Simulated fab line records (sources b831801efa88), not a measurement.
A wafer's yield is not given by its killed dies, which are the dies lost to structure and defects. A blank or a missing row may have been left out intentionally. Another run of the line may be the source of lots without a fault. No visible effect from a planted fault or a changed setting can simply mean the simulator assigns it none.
2 desks looking at one fault / flow gf180mcu / only its own numbers are on each desk; what lay behind them is given at the end

THE TOOL OWNER'S DESK: hdpcvd-01
The tool's own readings at GF_V3_CVD_00 (deposits SiO2, target thk 600 nm, time 100 s): means of the sampled wafers that have a number, for each lot that ran on this tool. If a lot's mean is further than 4 standard deviations from the usual mean, the lot is out of limits and carries the mark OUT (the distance appears in the brackets).
Columns: A = pressure_mtorr at GF_V3_CVD_00, usual 6.002 mTorr; B = sih4_flow_sccm at GF_V3_CVD_00, usual 60.00 sccm
lot=L274; first seen here=day 23 08:25; A=5.997; B=60.09
lot=L275; first seen here=day 23 15:10; A=6.002; B=29.92 (-99 or more) OUT
lot=L276; first seen here=day 24 03:56; A=6.017; B=30.06 (-99 or more) OUT
lot=L288; first seen here=day 27 20:06; A=6.017; B=60.09
lot=L289; first seen here=day 28 02:23; A=5.989; B=60.24
lot=L292; first seen here=day 28 20:40; A=6.010; B=59.92
Finding of this desk: L275, L276 out of limits; the first was L275 at day 23 15:10, on sih4_flow_sccm at GF_V3_CVD_00. L274, L288, L289, L292 stayed within limits.

FROM THE METROLOGY DESK
Means of the sampled wafers that have a number, per lot and without regard to the tool the lot ran on: this is what the gauges read. If a lot's mean is further than 4 standard deviations from the usual mean, the lot is out of limits and carries the mark OUT (the distance appears in the brackets).
Columns: A = V3_CVD_00_THK at GF_V3_THK_MEAS_01, usual 603 nm
lot=L271; first seen here=day 21 23:50; A=600
lot=L274; first seen here=day 23 08:30; A=604
lot=L275; first seen here=day 23 15:14; A=304 (-47) OUT
lot=L276; first seen here=day 24 04:01; A=304 (-47) OUT
lot=L277; first seen here=day 24 04:11; A=611
lot=L282; first seen here=day 26 01:47; A=602
lot=L284; first seen here=day 26 12:36; A=603
lot=L285; first seen here=day 26 19:33; A=607
lot=L288; first seen here=day 27 20:11; A=599
lot=L289; first seen here=day 28 02:27; A=602
lot=L290; first seen here=day 28 05:04; A=604
lot=L292; first seen here=day 28 20:44; A=595
lot=L293; first seen here=day 29 05:49; A=610
This desk's result: L275, L276 out of limits, first on L275 (V3_CVD_00_THK at GF_V3_THK_MEAS_01), day 23 15:14. L271, L274, L277, L282, L284, L285, L288, L289, L290, L292, L293 stayed within limits.

BROUGHT TOGETHER
The tool owner's desk had the chance to raise an alarm at day 23 15:10 on L275, L276.
The metrology desk could have raised an alarm at day 23 15:14, on L275, L276.
The lots listed all ran GF_V3_CVD_00 on hdpcvd-01.

WHAT THE SIMULATOR HAD INSERTED
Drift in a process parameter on hdpcvd-01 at GF_V3_CVD_00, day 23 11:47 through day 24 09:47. Setting sih4_flow_sccm shifted by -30 from 60. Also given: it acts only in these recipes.
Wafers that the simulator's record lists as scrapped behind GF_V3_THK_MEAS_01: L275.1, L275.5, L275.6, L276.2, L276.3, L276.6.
Shown lots that were struck: L275, L276.
Delay (hours) between the fault's onset and each desk's first out-of-limits reading: 3 at the tool owner's desk, 3 at the metrology desk.
